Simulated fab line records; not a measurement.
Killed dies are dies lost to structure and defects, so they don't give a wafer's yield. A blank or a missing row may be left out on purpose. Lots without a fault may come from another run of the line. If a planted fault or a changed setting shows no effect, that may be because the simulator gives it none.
Comparing a struck lot with a sound one | flow sfq line | 21 out of 325 route steps
Sound: the wafers L122.4, L122.5, L122.6. Wafers struck: L121.2, L121.3, L121.6. The cause is named last.
Order at every step that has rows: each side's tool, ch and its chambers, its first start. Under that, the readings that differ: sound wafers | struck wafers | difference of the means | sigmas: that difference in standard deviations of wafers without a fault.
alike: readings with means less than 2 such deviations apart, plus words and numbers identical on both sides. not compared: withheld readings, readings lacking a value on some wafer, bounds such as >300 that could conceal the same value, and numbers that have no deviation in the record and whose values overlap.
The two part at a step that has a row with sigmas, a row that says differs or no value, or rows on one side only. When numbers do not overlap yet have no deviation, they are printed without sigmas and do not part them. Lack of a reading on every wafer of one side parts them only where that side has two or more wafers.

SFQ_I4_OVL_MEAS_928:
  struck on overlay-02, day 43 01:31; sound on overlay-02, day 43 07:31
  alike: I4_OVL
then, 1 step without rows for these wafers: SFQ_TRILAYER_I4_VIA_BARC_OPEN_VIA_ETCH_146 (etches BARC in O2, target depth 125 nm, time 41.7 s).
SFQ_TRILAYER_I4_VIA_ETCH_VIA_ETCH_106: etches SiO2 in CHF3, stops on Nb, target depth 260 nm.
  sound on rie diel-01 ch 0,2,3, day 43 07:35; struck on rie diel-01 ch 0,2, day 43 01:35
  alike: drypump motor current A, oes product au
SFQ_TRILAYER_I4_VIA_STRIP_STRIP_107: strips in O2.
  sound on rie metal-01 ch 0,1, day 43 07:53; struck on rie metal-04 ch 1, day 43 01:41
  alike: drypump motor current A, oes product au
  not compared: rf hours counter h
then, 5 steps without rows for these wafers: SFQ_TRILAYER_I4_VIA_STRIP_SOLV_CLEAN_108 (cleans in NMP, time 600 s); SFQ_TRILAYER_JJ_TRILAYER_DEP_PRE_CLEAN_113 (time 22.5 s); SFQ_TRILAYER_JJ_TRILAYER_DEP_SPUTTER_109 (material Nb, target thk 150 nm, time 100 s); SFQ_TRILAYER_JJ_TRILAYER_DEP_SPUTTER_110 (material Al, target thk 8 nm, time 10 s); SFQ_TRILAYER_JJ_TRILAYER_DEP_AL_OXIDATION_111 (oxidation time 600 s).
SFQ_TRILAYER_JJ_TRILAYER_DEP_SPUTTER_112: material Nb, target thk 170 nm, time 113.3 s.
  struck on pvd sputter-04, day 43 03:35; sound on pvd sputter-04, day 43 09:35
  alike: chamber pressure pa, throttle valve pct
SFQ_JJ_RS_MEAS_929: measures by four-point-probe.
  struck on film metro-02, day 43 03:41; sound on film metro-02, day 43 09:44
  alike: JJ_NB_RS
SFQ_TRILAYER_JJ_CE_LITHO_COAT_119: resist thk 62 nm.
  sound on litho track-03 ch 0, day 43 10:00; struck on litho track-04 ch 0, day 43 03:54
  reading                                                 | sound                | struck               | difference | sigmas
  spin speed rpm (rpm)                                    | 3000.6 3000.3 3000.4 | 2890.2 2889.9 2891.9 | -109.8     | -61
  model.BARC_of_TRILAYER_JJ_CE_LITHO_COAT_119.thk nm (nm) | 62 61.81 62.12       | 63.53 63.43 63.36    | +1.46      |
then, 5 steps without rows for these wafers: SFQ_TRILAYER_JJ_CE_LITHO_COAT_114 (resist thk 600 nm); SFQ_TRILAYER_JJ_CE_LITHO_SOFTBAKE_118; SFQ_TRILAYER_JJ_CE_LITHO_EXPOSE_115 (exposes mask J5, target cd 700 nm); SFQ_TRILAYER_JJ_CE_LITHO_PEB_117 (peb time 60 s); SFQ_TRILAYER_JJ_CE_LITHO_DEVELOP_116 (time 60 s).
-- the record jumps here: 3 days lie between the struck wafers' starts before and after --
SFQ_JJ_OVL_MEAS_931:
  struck on overlay-01, day 46 08:22; sound on overlay-01, day 46 14:23
  alike: J5_OVL
SFQ_TRILAYER_JJ_CE_METRO_MEASURE_117:
  struck on cd sem-02, day 46 08:35; sound on cd sem-01, day 46 14:59
  alike: cd nm
SFQ_TRILAYER_JJ_CE_BARC_OPEN_RIE_150: chemistry O2, target BARC, target depth 240 nm, time 80 s.
  sound on rie metal-02 ch 1, day 46 15:41; struck on rie metal-03 ch 0,1, day 46 09:35
  reading                  | sound             | struck            | difference | sigmas
  oes product au (a.u.)    | 0.529 0.535 0.533 | 0.540 0.548 0.546 | +0.012     | +3
  model.etch.depth nm (nm) | 62 61.81 62.12    | 63.53 63.43 63.36 | +1.46      |
  alike: drypump motor current A
  not compared: rf hours counter h
SFQ_TRILAYER_JJ_CE_ETCH_RIE_118: chemistry SF6, target Nb, stops on Al2O3, time 97.7 s, target depth 170 nm.
  sound on rie metal-02 ch 1, day 46 15:53; struck on rie metal-03 ch 0,1, day 46 09:41
  alike: drypump motor current A, oes product au
  not compared: rf hours counter h

WHERE THEY PART
Earliest at SFQ_TRILAYER_JJ_CE_LITHO_COAT_119; latest, in this record, at SFQ_TRILAYER_JJ_CE_BARC_OPEN_RIE_150. Later steps at which nothing parts them and some readings are alike: SFQ_TRILAYER_JJ_CE_ETCH_RIE_118.

WHY: whatever the simulator had introduced
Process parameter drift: litho track-04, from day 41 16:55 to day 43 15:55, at SFQ_TRILAYER_JJ_CE_LITHO_COAT_119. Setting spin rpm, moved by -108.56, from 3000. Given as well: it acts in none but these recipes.
